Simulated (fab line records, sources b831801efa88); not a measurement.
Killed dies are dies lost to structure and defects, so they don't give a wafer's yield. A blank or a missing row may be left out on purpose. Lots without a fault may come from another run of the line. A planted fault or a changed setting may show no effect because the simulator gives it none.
fab line records | flow sky130
record lots=12 wafers=33 last_day=50
route steps=708 shown FIELD_ISO@16 NWELL@67 VT_ADJUST_HVTP@93 PAD_OPEN@708
lots that met no fault: from a run of the same line without faults
start_h: hours from the record's first day to the start of the lot's first wafer shown | wait_h: hours since the lot's step before | " the same as in the row above | L1.1+2: a row that stands for several wafers | - no value, or no start given | * or withheld: withheld | < > ~ a bound
route shown NAME@n: a module of which the file shows steps, and the number in the route of the first | usual: mean/standard deviation of fault-free wafers | same: alike in all rows | chamber/n: place in a boat | sites: the reading at each site | _std_site: their standard deviation | _edge_site: outer sites' mean less inner sites' | radius_mm: how far each site lies from the wafer's centre | mask NAME#n: copy n | behind: the tool/chamber that last shaped the wafer | hold: why the lot was held/for how many hours/how that ended | device: the transistor (n, p or np) that didn't switch | end of line: the same wafers' tests at the end of the route | a step without rows: its recipe alone | killed: dies lost to structure and defects at the first sort, not the wafer's yield | map: a wafer's dies, x killed, . not, _ none there
set.NAME: the setting as run; set.NAME@STEP: as run at that earlier step | model.NAME: the simulator's own value behind a step, which no gauge read
steps of the route over a sample of lots; a table a step, a row a wafer
services: from which hour (start_h, from the record's first day; less than 0 if before it) a tool's chamber was out of use, for how many hours, and why
## steps
# step SKY_FIELD_ISO_ETCH_15
# recipe chemistry=CHF3/O2 target_depth_nm=180 stop_on=Si source_w=600 bias_w=200 pressure_mtorr=40 chf3_flow_sccm=50 O2_flow_sccm=5 time_s=72
# usual drypump_motor_current_A=5.6/0.45 oes_product_au=0.946/0.0063 throttle_valve_pct=8.843/0.0093
# columns lot.wafer tool chamber start_h wait_h drypump_motor_current_A oes_product_au rf_hours_counter_h throttle_valve_pct
L779.2 rie_diel-04 0 34.09 0.0 6.0 0.955 5 8.836
L779.3 " 1 " " 6.0 0.954 25 8.845
L779.6 " 3 " " 5.6 0.950 - 8.838
L781.1 rie_diel-04 1 43.91 0.0 6.0 0.951 26 8.860
L781.3 " 3 " " 5.6 0.952 19 8.841
L781.4 " 2 " " 5.3 0.949 105 8.840
L782.1 rie_diel-01 0 50.81 0.0 5.7 0.941 6 8.823
L782.2 " 3 " " 5.7 0.947 28 8.843
L782.6 " 1 " " 5.2 0.958 - 8.842
L784.1 rie_diel-04 1 58.90 0.0 6.0 0.945 26 8.854
L784.3 " 3 " " 5.6 0.945 19 8.835
L785.3 rie_diel-03 2 65.94 0.0 5.1 0.942 149 8.845
L785.4 " 3 " " 5.1 0.944 37 8.851
L786.1 rie_diel-01 3 72.74 0.0 5.7 0.945 29 8.847
L786.4 " 0 " " 5.7 0.947 7 8.833
L794.1 rie_diel-04 3 112.50 0.0 5.6 0.946 20 8.856
L794.2 " 2 " " 5.3 0.928 107 8.843
L794.3 " 0 " " 5.9 0.941 7 8.833
L796.2 rie_diel-04 0 126.05 0.0 6.0 0.946 8 8.866
L796.3 " 2 " " 5.3 0.949 107 8.850
L796.4 " 1 " " 6.0 0.944 28 8.835
L797.1 rie_diel-04 2 131.14 0.0 5.3 0.942 108 8.855
L797.5 " 1 " " 6.0 0.953 - 8.843
L797.6 " 2 " " 5.3 0.936 - 8.853
L798.1 rie_diel-03 1 136.45 0.0 6.4 0.935 138 8.850
L798.2 " 2 " " 5.1 0.940 150 8.847
L798.3 " 0 " " 6.4 0.930 89 8.851
L801.1 rie_diel-01 3 151.51 0.0 5.7 0.939 31 8.835
L801.3 " 2 " " 4.7 0.933 0 8.838
L801.6 " 0 " " 5.7 0.944 - 8.841
L800.3 rie_diel-03 2 151.65 0.0 5.1 0.944 150 8.848
L800.4 " 0 " " 6.4 0.949 89 8.846
L800.5 " 0 " " 6.4 0.948 - 8.852
# step SKY_FIELD_ISO_CVD_24
# recipe material=SiO2 target_thk_nm=595 temp_c=650 sigma_open_frac=0.3 time_s=99.2 sih4_flow_sccm=60 pressure_mtorr=6
# columns lot.wafer tool chamber start_h wait_h
L779.2+3+6 hdpcvd-02 0,1,0 36.57 0.0
L781.1+3+4 hdpcvd-01 1,2,0 45.64 0.1
L782.1+2+6 hdpcvd-02 1,2,0 53.97 0.1
L784.1+3 hdpcvd-02 0,1 61.58 0.1
L785.3+4 hdpcvd-02 0 69.02 0.0
L786.1+4 hdpcvd-02 0 76.71 0.1
L794.1+2+3 hdpcvd-01 1,2,0 121.28 0.1
L796.2+3+4 hdpcvd-02 1,0,1 133.90 0.0
L797.1+5+6 hdpcvd-01 0,1,0 133.90 0.1
L798.1+2+3 hdpcvd-02 0,1,1 143.48 0.1
L801.1+3+6 hdpcvd-02 1,0,2 159.04 0.1
L800.3+4+5 hdpcvd-02 1,2,0 159.11 0.1
# step SKY_FIELD_ISO_THK_MEAS_25
# recipe reads=SiO2_of_FIELD_ISO_CVD_24
# usual FIELD_ISO_CVD_24_THK=599/5.5
# columns lot.wafer tool chamber start_h wait_h FIELD_ISO_CVD_24_THK[nm]
L779.2 film_metro-04 - 36.66 0.0 600
L779.3 " - " " 609
L779.6 " - " " 603
L781.1 film_metro-04 - 45.71 0.0 603
L781.3 " - " " 598
L781.4 " - " " 597
L782.1 film_metro-02 - 54.04 0.0 607
L782.2 " - " " 602
L782.6 " - " " 602
L784.1 film_metro-02 - 61.65 0.0 700
L784.3 " - " " 689
L785.3 film_metro-02 - 69.11 0.1 697
L785.4 " - " " 602
L786.1 film_metro-04 - 76.78 0.0 699
L786.4 " - " " 592
L794.1 film_metro-04 - 121.35 0.0 594
L794.2 " - " " 599
L794.3 " - " " 593
L797.1 film_metro-02 - 133.97 0.0 594
L797.5 " - " " 598
L797.6 " - " " 592
L796.2 film_metro-04 - 133.98 0.0 597
L796.3 " - " " 593
L796.4 " - " " 604
L798.1 film_metro-04 - 143.59 0.1 597
L798.2 " - " " 602
L798.3 " - " " 598
L801.1 film_metro-04 - 159.11 0.0 606
L801.3 " - " " 598
L801.6 " - " " 598
L800.3 film_metro-03 - 159.20 0.1 609
L800.4 " - " " 600
L800.5 " - " " 601
# step SKY_FIELD_ISO_CMP_27
# recipe stop_on=Si3N4 t_overpolish_s=16 down_force_psi=4 platen_rpm=60 target_thk_nm=457.8 pad_velocity_m_s=0.94248
# usual motor_current_A=12.7/0.81 time_to_endpoint_s=113/4.4
# columns lot.wafer tool chamber start_h wait_h motor_current_A time_to_endpoint_s
L779.3 cmp-01 3 38.85 0.0 12.5 114
L779.2 " 2 " " 13.5 114
L779.6 " 0 " " 12.1 111
L781.1 cmp-01 3 48.52 0.1 12.5 110
L781.3 " 0 " " 12.1 114
L781.4 " 1 " " 12.0 114
L782.1 cmp-01 3 55.70 0.1 12.7 108
L782.2 " 0 " " 11.9 114
L782.6 " 1 " " 12.4 116
L784.3 cmp-01 1 64.46 0.1 12.2 127
L784.1 " 2 " " 12.8 129
L785.3 cmp-01 1 71.06 0.0 12.7 138
L785.4 " 0 " " 12.6 116
L786.1 cmp-01 2 80.27 0.1 13.1 132
L786.4 " 0 " " 12.8 111
L794.3 cmp-02 0 132.67 0.0 12.9 117
L794.1 " 1 " " 12.2 120
L794.2 " 3 " " 12.1 114
L796.4 cmp-01 3 142.25 0.0 12.7 109
L796.2 " 0 " " 12.6 112
L796.3 " 1 " " 11.9 111
L797.1 cmp-02 2 142.50 0.2 14.1 112
L797.5 " 3 " " 11.7 110
L797.6 " 0 " " 13.6 115
L798.3 cmp-01 2 150.66 0.1 13.5 111
L798.1 " 3 " " 12.2 106
L798.2 " 0 " " 12.5 103
L800.4 cmp-01 1 168.45 0.0 12.5 112
L800.3 " 3 " " 11.7 108
L800.5 " 2 " " 13.5 111
L801.1 cmp-02 3 168.50 0.1 11.9 110
L801.3 " 1 " " 12.7 119
L801.6 " 2 " " 14.2 115
# step SKY_NWELL_STRIP_14
# recipe chemistry=O2/N2 power_w=1400 pressure_mtorr=1500 platen_temp_c=withheld o2_flow_sccm=3000 n2_flow_sccm=300 overash_fraction=0.5
# usual drypump_motor_current_A=5.9/0.37 oes_product_au=0.723/0.0042 strip_time_to_endpoint_s=36.92/0.081
# columns lot.wafer tool chamber start_h wait_h drypump_motor_current_A oes_product_au rf_hours_counter_h strip_time_to_endpoint_s
L779.2 plasma_asher-02 1 90.38 0.1 6.1 0.728 28 36.77
L779.3 " 1 " " 6.1 0.727 - 36.75
L779.6 " 1 " " 6.1 0.723 - 36.83
L781.1 plasma_asher-01 1 100.97 0.1 6.6 0.721 40 37.01
L781.3 " 1 " " 6.6 0.723 - 37.10
L781.4 " 0 " " 5.5 0.725 - 37.00
L782.1 plasma_asher-02 1 110.27 0.1 6.1 0.727 30 36.91
L782.2 " 0 " " 6.0 0.724 30 36.89
L782.6 " 1 " " 6.1 0.715 - 36.83
L784.1 plasma_asher-04 0 119.87 0.1 5.8 0.728 45 37.12
L784.3 " 1 " " 5.7 0.724 - 37.07
L785.3 plasma_asher-01 0 127.55 0.1 5.6 0.715 - 36.96
L785.4 " 1 " " 6.5 0.721 - 36.96
L786.1 plasma_asher-01 0 135.21 0.1 5.6 0.722 43 36.93
L786.4 " 1 " " 6.6 0.730 - 37.00
L794.1 plasma_asher-04 1 200.07 0.1 5.7 0.729 52 36.82
L794.2 " 0 " " 5.8 0.722 52 36.93
L794.3 " 1 " " 5.7 0.730 - 36.96
L796.2 plasma_asher-02 1 209.13 0.1 6.1 0.731 39 37.00
L796.3 " 0 " " 6.0 0.714 - 36.84
L796.4 " 1 " " 6.1 0.725 - 36.87
L797.1 plasma_asher-01 0 209.42 0.1 5.6 0.728 51 36.94
L797.5 " 0 " " 5.6 0.729 - 36.83
L797.6 " 1 " " 6.6 0.728 - 36.96
L798.1 plasma_asher-04 1 220.16 0.1 5.7 0.718 54 36.69
L798.2 " 0 " " 5.8 0.724 54 36.75
L798.3 " 0 " " 5.8 0.728 - 36.80
L801.1 plasma_asher-01 1 235.52 0.1 6.6 0.717 53 36.87
L801.3 " 1 " " 6.6 0.718 - 36.86
L801.6 " 0 " " 5.6 0.717 - 36.85
L800.3 plasma_asher-04 1 236.70 0.1 5.7 0.723 - 36.85
L800.4 " 0 " " 5.8 0.719 - 36.82
L800.5 " 0 " " 5.8 0.721 - 36.94
# step SKY_VT_ADJUST_HVTP_OVL_MEAS_08
# usual VT_ADJUST_HVTP_OVL=0.6/1.4
# columns lot.wafer tool chamber start_h wait_h VT_ADJUST_HVTP_OVL[nm]
L779.2 overlay-01 - 125.60 0.1 2.1
L779.3 " - " " 1.4
L779.6 " - " " 0.6
L781.1 overlay-02 - 135.96 0.1 3.1
L781.3 " - " " 1.6
L781.4 " - " " 0.4
L782.1 overlay-02 - 145.44 0.1 0.8
L782.2 " - " " 1.6
L782.6 " - " " 1.6
L784.1 overlay-01 - 156.16 0.1 3.4
L784.3 " - " " 3.5
L785.3 overlay-01 - 164.48 0.1 1.3
L785.4 " - " " 1.5
L786.1 overlay-02 - 173.11 0.1 -1.5
L786.4 " - " " -0.9
L794.1 overlay-02 - 244.91 0.1 1.1
L794.2 " - " " 0.9
L794.3 " - " " 0.2
L796.2 overlay-02 - 254.51 0.1 2.0
L796.3 " - " " 2.0
L796.4 " - " " 2.2
L797.1 overlay-02 - 255.75 0.1 -0.9
L797.5 " - " " -1.6
L797.6 " - " " -1.3
L798.1 overlay-02 - 266.79 0.1 1.2
L798.2 " - " " 0.7
L798.3 " - " " 1.5
L801.1 overlay-01 - 283.60 0.1 -1.2
L801.3 " - " " 0.6
L801.6 " - " " -0.9
L800.3 overlay-01 - 285.32 0.1 1.1
L800.4 " - " " -0.1
L800.5 " - " " 0.4
# step SKY_PAD_OPEN_PROBE_99
# usual killed_at_M0_to_M3=44/7.3 killed_at_M4_up=3.2/1.8 killed_at_contacts=24/5.4 killed_at_front_end=16/4.4 killed_at_other=0.3/0.48 killed_dies=86/9.5 killed_open=47/7.7 killed_short=39/6.4
# same gross_dies=492 killed_at_back_side=0
# columns lot.wafer tool chamber start_h wait_h killed_at_M0_to_M3 killed_at_M4_up killed_at_contacts killed_at_front_end killed_at_other killed_dies killed_open killed_short
L779.2 prober-02 - 1070.28 0.1 36 7 17 9 0 69 38 31
L779.3 prober-02 - 1070.33 0.2 43 3 28 10 1 85 43 42
L779.6 prober-02 - 1070.48 0.2 32 1 29 14 0 76 47 29
L786.1 prober-02 - 1119.31 0.1 46 1 22 15 0 84 51 33
L786.4 prober-02 - 1119.46 0.2 42 4 25 18 1 90 45 45
L796.2 prober-02 - 1189.84 0.1 37 5 12 23 1 78 29 49
L796.3 prober-02 - 1189.89 0.2 47 3 28 13 1 92 53 39
L796.4 prober-02 - 1189.94 0.2 43 3 18 13 0 77 47 30
L798.2 prober-01 - 1203.34 0.1 42 7 37 12 1 99 61 38
# killed by level:class
L779.2 CONTACT:geometric_particle:open=7 VIA2:geometric_particle:open=6 LI_CONTACT:geometric_particle:open=5 METAL1:geometric_particle:short=5 VIA3:geometric_particle:open=5 METAL2:geometric_particle:short=5 METAL4:geometric_particle:short=4 VIA1:geometric_particle:short=4
L779.3 LI_CONTACT:geometric_particle:open=12 CONTACT:geometric_particle:open=9 METAL1:geometric_particle:short=9 VIA1:geometric_particle:open=7 VIA3:geometric_particle:open=7 METAL2:geometric_particle:short=4 VIA1:geometric_particle:short=4 VIA3:geometric_particle:short=4
L779.6 CONTACT:geometric_particle:open=10 LI_CONTACT:geometric_particle:open=8 VIA1:geometric_particle:open=6 METAL2:geometric_particle:short=6 VIA1:geometric_particle:short=5 FIELD_ISO:geometric_particle:open=4 VIA3:geometric_particle:open=4 SPACER:geometric_particle:open=3
L786.1 VIA1:geometric_particle:open=15 CONTACT:geometric_particle:open=9 VIA2:geometric_particle:open=8 VIA3:geometric_particle:open=6 POLY_GATE:geometric_particle:short=5 LI_CONTACT:geometric_particle:open=5 FIELD_ISO:geometric_particle:open=4 CONTACT:geometric_particle:short=4
L786.4 CONTACT:geometric_particle:open=10 VIA3:geometric_particle:open=9 METAL1:geometric_particle:short=7 POLY_GATE:geometric_particle:open=6 METAL2:geometric_particle:short=6 LOCAL_INTERCONNECT:geometric_particle:short=5 CONTACT:geometric_particle:short=5 VIA1:geometric_particle:open=5
L796.2 POLY_GATE:geometric_particle:short=10 VIA1:geometric_particle:short=8 METAL1:geometric_particle:short=6 VIA3:geometric_particle:open=6 VIA1:geometric_particle:open=5 METAL2:geometric_particle:short=5 METAL4:geometric_particle:short=4 LI_CONTACT:geometric_particle:open=4
L796.3 VIA1:geometric_particle:open=14 CONTACT:geometric_particle:open=10 VIA3:geometric_particle:open=7 METAL2:geometric_particle:short=7 FIELD_ISO:geometric_particle:open=5 LI_CONTACT:geometric_particle:open=5 VIA1:geometric_particle:short=4 LI_CONTACT:geometric_particle:short=4
L796.4 VIA1:geometric_particle:open=11 CONTACT:geometric_particle:open=7 LI_CONTACT:geometric_particle:open=6 METAL2:geometric_particle:short=6 VIA2:geometric_particle:open=5 FIELD_ISO:geometric_particle:open=4 VIA1:geometric_particle:short=4 VIA3:geometric_particle:open=4
L798.2 CONTACT:geometric_particle:open=13 VIA1:geometric_particle:open=11 LI_CONTACT:geometric_particle:open=10 VIA3:geometric_particle:open=10 CONTACT:geometric_particle:short=6 VIA2:geometric_particle:open=6 METAL1:geometric_particle:short=6 LOCAL_INTERCONNECT:geometric_particle:short=5
## services
# columns tool chamber start_h hours kind
cmp-02 - 11.00 6.1 pm
cmp-02 - 22.71 1.5 repair
hdpcvd-02 - 25.97 1.2 repair
rie_diel-04 2 32.93 1.5 repair
cmp-01 - 35.80 1.5 repair
hdpcvd-02 0 36.83 8.1 repair
cmp-02 - 56.12 1.5 repair
cmp-02 - 64.00 4.0 pm
hdpcvd-01 - 66.75 15.0 pm
cmp-02 - 69.95 1.0 repair
cmp-02 - 82.19 0.9 repair
hdpcvd-02 - 83.94 0.8 repair
cmp-01 - 102.13 4.3 pm
hdpcvd-02 0 120.87 5.6 repair
hdpcvd-02 2 139.24 15.2 repair
cmp-01 - 159.52 1.0 repair
plasma_asher-04 - 161.13 4.4 repair
cmp-01 - 179.43 0.5 repair
cmp-01 - 184.54 1.0 repair
rie_diel-04 - 189.74 14.6 pm
hdpcvd-02 1 205.12 15.5 repair
plasma_asher-01 - 206.96 1.0 repair
plasma_asher-01 - 218.87 2.1 repair
cmp-01 - 233.40 4.0 pm
## key
first_sign step=SKY_FIELD_ISO_THK_MEAS_25 reading=FIELD_ISO_CVD_24_THK direction=up sigmas=18 usual=599 struck=696
effect step=SKY_FIELD_ISO_CMP_27 reading=time_to_endpoint_s direction=up sigmas=4.2 usual=* struck=*
met_at SKY_FIELD_ISO_CVD_24
struck_lots L784,L785,L786
struck_wafers L784.1,L784.3,L785.3,L786.1
tester_left_out L784,L785,L786
not_acting_at SKY_FIELD_ISO_ETCH_15,SKY_NWELL_STRIP_14,SKY_VT_ADJUST_HVTP_OVL_MEAS_08
onset_between 53.97 61.58
fault kind=process_parameter_drift tool=hdpcvd-02 chamber=- onset_h=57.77 steps=SKY_FIELD_ISO_CVD_24 channel=target_thk_nm offset=103.25 shape=step end_h=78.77 scope=struck_wafers_only acts_in=these_recipes_only stated=595
# tester_left_out: of these lots the tester's yield and bins aren't shown, on N5 and GAA mostly nor the transistor test; their killed dies are dies lost to structure and defects alone, not to doping, threshold or leakage, so they don't give the yield
